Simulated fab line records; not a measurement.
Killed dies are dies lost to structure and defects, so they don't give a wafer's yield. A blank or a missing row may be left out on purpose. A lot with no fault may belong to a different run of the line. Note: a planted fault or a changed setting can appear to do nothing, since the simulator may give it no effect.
fab line records ; flow sky130
[record] lots = 12; wafers = 36; lastDay = 50
route steps=708 shown SD_N@358 LI_CONTACT@385 LOCAL_INTERCONNECT@395 PAD_OPEN@708
lots that met no fault: taken from a fault-free run of the same line
startH: hours from the record's first day to the start of the lot's first wafer shown ; waitH: how many hours have passed since the lot's step before this one ; " same as the row above ; L1.1+2: one row covering several wafers at once ; - no value, or no start was given ; * or withheld: withheld ; < > ~ a bound
route shown NAME@n: NAME is a module with steps in the file, n the number in the route of the first one ; usual: the fault-free wafers' mean and standard deviation ; same: alike in all rows ; chamber/n: place in a boat ; sites: the reading at each site ; _std_site: their standard deviation ; _edge_site: mean of outer sites minus mean of inner sites ; radiusMm: how far each site lies from the wafer's centre ; mask NAME#n: copy n ; behind: the last tool/chamber to shape the wafer ; hold: the reason the lot was held/the length of the hold in hours/how it ended ; device: names the non-switching transistor (n, p or np) ; end of line: tests run on the same wafers once the route is complete ; step lacking rows: just its recipe ; killed: count of dies lost to structure and defects at first sort (not the wafer's yield) ; map: per-die view of a wafer (x killed, . not killed, _ where there is no die)
set.NAME: the setting that was run; set.NAME@STEP: the one run at that earlier step ; model.NAME: the simulator's own value behind a step, which no gauge read
one table for each step of the route and one row for each wafer, over a sample of lots
services: the hour from which a tool's chamber was out of use, counted from the record's first day as startH (under 0 if before that day), plus the number of hours and why
[[steps]]
[step SKY_SD_N_RS_MEAS_16]
[recipe] thkMeasGauge = four-point-probe
[usual] SD_N_RS = 68.62/0.17
lot.wafer;tool;chamber;startH;waitH;SD_N_RS[ohm/sq]
L868.1;filmMetro-03;-;658.82;0.1;68.67
L868.4;filmMetro-03;-;658.82;0.1;68.57
L868.5;filmMetro-03;-;658.82;0.1;68.38
L870.2;filmMetro-03;-;667.69;0.1;68.55
L870.3;filmMetro-03;-;667.69;0.1;68.71
L870.6;filmMetro-03;-;667.69;0.1;68.65
L871.3;filmMetro-02;-;674.17;0.1;68.66
L871.4;filmMetro-02;-;674.17;0.1;68.84
L871.5;filmMetro-02;-;674.17;0.1;68.71
L872.1;filmMetro-01;-;687.34;0.1;68.68
L872.3;filmMetro-01;-;687.34;0.1;68.44
L872.5;filmMetro-01;-;687.34;0.1;68.65
L875.4;filmMetro-02;-;723.85;0.1;68.78
L875.5;filmMetro-02;-;723.85;0.1;68.77
L875.6;filmMetro-02;-;723.85;0.1;68.69
L879.1;filmMetro-02;-;753.48;0.1;68.63
L879.4;filmMetro-02;-;753.48;0.1;68.66
L879.6;filmMetro-02;-;753.48;0.1;68.81
L880.3;filmMetro-02;-;765.11;0.1;68.64
L880.5;filmMetro-02;-;765.11;0.1;69.01
L880.6;filmMetro-02;-;765.11;0.1;68.61
L881.1;filmMetro-03;-;770.25;0.1;68.55
L881.3;filmMetro-03;-;770.25;0.1;68.51
L881.4;filmMetro-03;-;770.25;0.1;68.56
L886.3;filmMetro-03;-;803.92;0.1;68.63
L886.4;filmMetro-03;-;803.92;0.1;68.50
L886.6;filmMetro-03;-;803.92;0.1;68.44
L887.2;filmMetro-03;-;806.29;0.1;68.67
L887.3;filmMetro-03;-;806.29;0.1;68.58
L887.5;filmMetro-03;-;806.29;0.1;68.59
L889.1;filmMetro-02;-;825.33;0.1;68.76
L889.3;filmMetro-02;-;825.33;0.1;68.66
L889.4;filmMetro-02;-;825.33;0.1;68.85
L890.1;filmMetro-02;-;828.44;0.1;68.82
L890.2;filmMetro-02;-;828.44;0.1;68.94
L890.4;filmMetro-02;-;828.44;0.1;68.65
[step SKY_LI_CONTACT_THK_MEAS_23]
[recipe] thkMeasGauge = xrf; reads = W_of_LI_CONTACT_CVD_21
[usual] LI_CONTACT_W_THK = 422/7.1
lot.wafer;tool;chamber;startH;waitH;LI_CONTACT_W_THK[nm]
L868.1;filmMetro-02;-;689.74;0.1;417
L868.4;filmMetro-02;-;689.74;0.1;419
L868.5;filmMetro-02;-;689.74;0.1;416
L870.2;filmMetro-03;-;698.75;0.1;431
L870.3;filmMetro-03;-;698.75;0.1;423
L870.6;filmMetro-03;-;698.75;0.1;424
L871.3;filmMetro-02;-;704.28;0.1;418
L871.4;filmMetro-02;-;704.28;0.1;419
L871.5;filmMetro-02;-;704.28;0.1;415
L872.1;filmMetro-03;-;717.69;0.1;417
L872.3;filmMetro-03;-;717.69;0.1;417
L872.5;filmMetro-03;-;717.69;0.1;418
L875.4;filmMetro-01;-;753.56;0.1;418
L875.5;filmMetro-01;-;753.56;0.1;419
L875.6;filmMetro-01;-;753.56;0.1;418
L879.1;filmMetro-01;-;782.88;0.1;430
L879.4;filmMetro-01;-;782.88;0.1;428
L879.6;filmMetro-01;-;782.88;0.1;436
L880.3;filmMetro-03;-;794.46;0.1;423
L880.5;filmMetro-03;-;794.46;0.1;427
L880.6;filmMetro-03;-;794.46;0.1;425
L881.1;filmMetro-01;-;799.04;0.1;427
L881.3;filmMetro-01;-;799.04;0.1;425
L881.4;filmMetro-01;-;799.04;0.1;431
L886.3;filmMetro-01;-;832.03;0.1;434
L886.4;filmMetro-01;-;832.03;0.1;427
L886.6;filmMetro-01;-;832.03;0.1;427
L887.2;filmMetro-01;-;834.25;0.1;426
L887.3;filmMetro-01;-;834.25;0.1;434
L887.5;filmMetro-01;-;834.25;0.1;431
L889.1;filmMetro-02;-;852.07;0.1;411
L889.3;filmMetro-02;-;852.07;0.1;412
L889.4;filmMetro-02;-;852.07;0.1;413
L890.1;filmMetro-01;-;856.38;0.1;426
L890.2;filmMetro-01;-;856.38;0.1;431
L890.4;filmMetro-01;-;856.38;0.1;426
[step SKY_LOCAL_INTERCONNECT_EXPOSE_08]
[recipe] maskId = LI1M; na = 0.8; sourceShape = annular; sigmaInner = 0.55; sigmaOuter = 0.85; targetCdNm = 170; doseMj = 28
[usual] exposureDoseMJCm2 = 27.971/0.028
lot.wafer;tool;chamber;startH;waitH;mask;exposureDoseMJCm2
L868.1;krfScanner-02;0;704.09;-;LI1M#0;27.952
L868.4;krfScanner-02;0;704.09;-;LI1M#0;27.923
L868.5;krfScanner-02;0;704.09;-;LI1M#0;27.954
L870.2;krfScanner-02;0;713.75;-;LI1M#0;27.960
L870.3;krfScanner-02;0;713.75;-;LI1M#0;27.980
L870.6;krfScanner-02;0;713.75;-;LI1M#0;28.004
L871.3;krfScanner-01;0;719.84;-;LI1M#0;27.971
L871.4;krfScanner-01;0;719.84;-;LI1M#0;27.967
L871.5;krfScanner-01;0;719.84;-;LI1M#0;27.986
L872.1;krfScanner-01;0;731.84;-;LI1M#0;28.002
L872.3;krfScanner-01;0;731.84;-;LI1M#0;27.994
L872.5;krfScanner-01;0;731.84;-;LI1M#0;28.012
L875.4;krfScanner-02;0;767.47;-;LI1M#0;27.982
L875.5;krfScanner-02;0;767.47;-;LI1M#0;28.001
L875.6;krfScanner-02;0;767.47;-;LI1M#0;27.946
L879.1;krfScanner-01;0;796.84;-;LI1M#0;26.784
L879.4;krfScanner-01;0;796.84;-;LI1M#0;26.802
L879.6;krfScanner-01;0;796.84;-;LI1M#0;26.797
L880.3;krfScanner-01;0;808.23;-;LI1M#0;26.762
L880.5;krfScanner-01;0;808.23;-;LI1M#0;26.788
L880.6;krfScanner-01;0;808.23;-;LI1M#0;26.816
L881.1;krfScanner-01;0;812.13;-;LI1M#0;27.064
L881.3;krfScanner-01;0;812.13;-;LI1M#0;27.040
L881.4;krfScanner-01;0;812.13;-;LI1M#0;26.989
L886.3;krfScanner-02;0;845.01;-;LI1M#0;28.003
L886.4;krfScanner-02;0;845.01;-;LI1M#0;27.994
L886.6;krfScanner-02;0;845.01;-;LI1M#0;27.997
L887.2;krfScanner-02;0;846.60;-;LI1M#0;27.980
L887.3;krfScanner-02;0;846.60;-;LI1M#0;27.991
L887.5;krfScanner-02;0;846.60;-;LI1M#0;27.991
L889.1;krfScanner-02;0;865.76;-;LI1M#0;27.982
L889.3;krfScanner-02;0;865.76;-;LI1M#0;27.965
L889.4;krfScanner-02;0;865.76;-;LI1M#0;27.936
L890.1;krfScanner-02;0;869.37;-;LI1M#0;27.994
L890.2;krfScanner-02;0;869.37;-;LI1M#0;27.959
L890.4;krfScanner-02;0;869.37;-;LI1M#0;28.001
[step SKY_LOCAL_INTERCONNECT_CD_MEAS_11]
[recipe] targetCdNm = 170
[usual] cdNm = 169.8/1.7
lot.wafer;tool;chamber;startH;waitH;hold;cdNm
L868.1;cdSem-02;-;718.56;-;-;171.0
L868.4;cdSem-02;-;718.56;-;-;170.2
L868.5;cdSem-02;-;718.56;-;-;169.4
L870.2;cdSem-02;-;727.30;-;-;170.2
L870.3;cdSem-02;-;727.30;-;-;170.1
L870.6;cdSem-02;-;727.30;-;-;171.2
L871.3;cdSem-01;-;733.72;-;-;170.6
L871.4;cdSem-01;-;733.72;-;-;170.8
L871.5;cdSem-01;-;733.72;-;-;173.8
L872.1;cdSem-01;-;746.33;-;-;167.3
L872.3;cdSem-01;-;746.33;-;-;167.6
L872.5;cdSem-01;-;746.33;-;-;167.8
L875.4;cdSem-02;-;781.40;-;-;170.1
L875.5;cdSem-02;-;781.40;-;-;168.6
L875.6;cdSem-02;-;781.40;-;-;169.3
L879.1;cdSem-02;-;809.73;-;awaitDispo/0.2h/release;182.1
L879.4;cdSem-02;-;809.73;-;awaitDispo/0.2h/release;181.3
L879.6;cdSem-02;-;809.73;-;awaitDispo/0.2h/release;181.3
L879.1;cdSem-02;-;810.02;0.3;-;181.7
L879.4;cdSem-02;-;810.02;0.3;-;181.1
L879.6;cdSem-02;-;810.02;0.3;-;181.4
L880.3;cdSem-02;-;820.80;-;-;175.7
L880.5;cdSem-02;-;820.80;-;-;175.9
L880.6;cdSem-02;-;820.80;-;-;175.0
L881.1;cdSem-02;-;825.43;-;awaitDispo/0.2h/release;175.5
L881.3;cdSem-02;-;825.43;-;awaitDispo/0.2h/release;176.8
L881.4;cdSem-02;-;825.43;-;awaitDispo/0.2h/release;176.3
L881.1;cdSem-02;-;825.72;0.3;-;175.2
L881.3;cdSem-02;-;825.72;0.3;-;176.4
L881.4;cdSem-02;-;825.72;0.3;-;176.8
L886.3;cdSem-01;-;858.13;-;-;169.6
L886.4;cdSem-01;-;858.13;-;-;169.3
L886.6;cdSem-01;-;858.13;-;-;170.0
L887.2;cdSem-02;-;859.99;-;-;169.5
L887.3;cdSem-02;-;859.99;-;-;170.5
L887.5;cdSem-02;-;859.99;-;-;170.4
L889.1;cdSem-02;-;878.07;-;-;171.3
L889.3;cdSem-02;-;878.07;-;-;172.7
L889.4;cdSem-02;-;878.07;-;-;171.6
L890.1;cdSem-01;-;882.18;-;-;168.3
L890.2;cdSem-01;-;882.18;-;-;169.3
L890.4;cdSem-01;-;882.18;-;-;169.1
[step SKY_LOCAL_INTERCONNECT_METAL_ETCH_14]
[recipe] targetDepthNm = 110; stopOn = PSG; chemistry = Cl2/BCl3; target = TiN; resistSidewallDeg = 88; pressureMtorr = 10; icpW = 900; biasW = 48.5; Cl2_flow_sccm = 60; bcl3FlowSccm = 30; timeS = 31.4
[usual] drypumpMotorCurrentA = 6.1/0.41; oesProductAu = 0.942/0.0074; throttleValvePct = 21.901/0.0097
lot.wafer;tool;chamber;startH;waitH;drypumpMotorCurrentA;oesProductAu;rfHoursCounterH;throttleValvePct
L868.1;rieMetal-04;0;718.78;0.0;6.4;0.928;13;21.915
L868.4;rieMetal-04;0;718.78;0.0;6.4;0.920;-;21.917
L868.5;rieMetal-04;1;718.78;0.0;5.2;0.936;-;21.891
L870.2;rieMetal-01;1;727.50;0.0;6.2;0.945;13;21.901
L870.3;rieMetal-01;0;727.50;0.0;5.7;0.935;-;21.897
L870.6;rieMetal-01;0;727.50;0.0;5.7;0.938;-;21.908
L871.3;rieMetal-01;0;733.92;0.0;5.7;0.945;-;21.901
L871.4;rieMetal-01;1;733.92;0.0;6.2;0.953;-;21.896
L871.5;rieMetal-01;0;733.92;0.0;5.7;0.937;-;21.894
L872.1;rieMetal-04;0;746.55;0.0;6.4;0.942;14;21.905
L872.3;rieMetal-04;0;746.55;0.0;6.4;0.944;-;21.898
L872.5;rieMetal-04;0;746.55;0.0;6.4;0.935;-;21.895
L875.4;rieMetal-03;0;781.58;0.0;6.4;0.940;-;21.909
L875.5;rieMetal-03;1;781.58;0.0;6.3;0.945;-;21.899
L875.6;rieMetal-03;0;781.58;0.0;6.4;0.935;-;21.905
L879.1;rieMetal-04;0;813.19;0.0;6.4;0.957;1;21.900
L879.4;rieMetal-04;1;813.19;0.0;5.2;0.948;-;21.895
L879.6;rieMetal-04;1;813.19;0.0;5.2;0.944;-;21.876
L880.3;rieMetal-03;1;821.00;0.0;6.3;0.940;-;21.896
L880.5;rieMetal-03;0;821.00;0.0;6.4;0.949;-;21.906
L880.6;rieMetal-03;1;821.00;0.0;6.3;0.944;-;21.889
L881.1;rieMetal-04;0;827.16;0.0;6.4;0.954;1;21.907
L881.3;rieMetal-04;1;827.16;0.0;5.2;0.947;-;21.893
L881.4;rieMetal-04;0;827.16;0.0;6.4;0.958;-;21.899
L886.3;rieMetal-04;0;858.33;0.0;6.4;0.940;-;21.912
L886.4;rieMetal-04;1;858.33;0.0;5.2;0.948;-;21.901
L886.6;rieMetal-04;1;858.33;0.0;5.2;0.939;-;21.902
L887.2;rieMetal-03;0;860.18;0.0;6.4;0.942;5;21.906
L887.3;rieMetal-03;1;860.18;0.0;6.3;0.940;-;21.899
L887.5;rieMetal-03;1;860.18;0.0;6.3;0.944;-;21.890
L889.1;rieMetal-03;0;878.28;0.0;6.4;0.946;6;21.901
L889.3;rieMetal-03;1;878.28;0.0;6.3;0.946;-;21.892
L889.4;rieMetal-03;0;878.28;0.0;6.4;0.944;-;21.900
L890.1;rieMetal-03;1;882.40;0.0;6.3;0.948;10;21.904
L890.2;rieMetal-03;0;882.40;0.0;6.4;0.942;6;21.901
L890.4;rieMetal-03;1;882.40;0.0;6.3;0.928;-;21.907
[step SKY_PAD_OPEN_PROBE_99]
[usual] killed_at_M0_to_M3 = 43/7.2; killed_at_M4_up = 3.1/1.8; killedAtContacts = 24/5.4; killedAtFrontEnd = 15/4.4; killedAtOther = 0.4/0.56; killedDies = 86/9.3; killedOpen = 47/6.9; killedShort = 39/6.6
[same] grossDies = 492; killedAtBackSide = 0
lot.wafer;tool;chamber;startH;waitH;killed_at_M0_to_M3;killed_at_M4_up;killedAtContacts;killedAtFrontEnd;killedAtOther;killedDies;killedOpen;killedShort
L880.3;prober-02;-;1158.65;0.2;41;3;30;13;1;88;50;37
// killed by level:class
L880.3 VIA1:geometricParticle:open=13 CONTACT:geometricParticle:open=7 LI_CONTACT:geometricParticle:open=6 CONTACT:geometricParticle:short=6 VIA1:geometricParticle:short=5 LOCAL_INTERCONNECT:geometricParticle:short=5 METAL1:geometricParticle:short=5 METAL2:geometricParticle:short=5
[[services]]
tool;chamber;startH;hours;kind
rieMetal-03;0;683.06;-;clean
rieMetal-03;0;683.06;26.1;scheduledDown
rieMetal-03;0;683.06;26.1;ventCycle
krfScanner-02;0;684.95;-;calibration
rieMetal-04;-;694.12;14.6;pm
krfScanner-01;-;700.34;1.4;repair
krfScanner-02;-;705.65;1.3;pm
krfScanner-02;-;709.85;0.8;repair
krfScanner-01;-;715.58;1.3;pm
krfScanner-01;-;740.77;0.5;repair
krfScanner-02;-;747.12;0.8;pm
rieMetal-01;-;768.89;2.7;repair
rieMetal-04;0;770.13;-;clean
rieMetal-04;0;770.13;25.4;scheduledDown
krfScanner-02;-;771.91;1.0;pm
krfScanner-01;-;775.25;4.0;pm
krfScanner-01;-;779.27;1.0;pm
krfScanner-01;-;780.27;0.8;pm
krfScanner-02;-;808.06;0.6;repair
rieMetal-03;0;822.05;2.0;repair
krfScanner-02;0;844.60;-;calibration
rieMetal-04;-;864.12;1.4;pm
krfScanner-01;-;878.67;1.2;repair
krfScanner-02;-;881.65;1.3;pm
[[key]]
[firstSign] step = SKY_LOCAL_INTERCONNECT_EXPOSE_08; reading = exposureDoseMJCm2; direction = down; sigmas = 40; usual = *; struck = *
[effect] step = SKY_LOCAL_INTERCONNECT_CD_MEAS_11; reading = visit; direction = added; through = controlLoop
metAt SKY_LOCAL_INTERCONNECT_EXPOSE_08
struckLots L879,L880,L881
testerLeftOut L879,L880,L881
[loopTrim] step = SKY_LOCAL_INTERCONNECT_EXPOSE_08; setting = dose; lots = L881
notActingAt SKY_SD_N_RS_MEAS_16,SKY_LI_CONTACT_THK_MEAS_23,SKY_LOCAL_INTERCONNECT_METAL_ETCH_14
onsetBetween 731.84 796.84
[fault] kind = processParameterDrift; tool = krfScanner-01; chamber = -; onsetH = 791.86; steps = SKY_LOCAL_INTERCONNECT_EXPOSE_08; channel = doseMj; offset = -1.2013; shape = step; actsIn = theseRecipesOnly; stated = 28
// testerLeftOut: of these lots the tester's yield and bins aren't shown, on N5 and GAA mostly nor the transistor test; their killed dies are dies lost to structure and defects alone, not to doping, threshold or leakage, so they don't give the yield
// loopTrim: a control loop set the setting to another value than it would have without faults
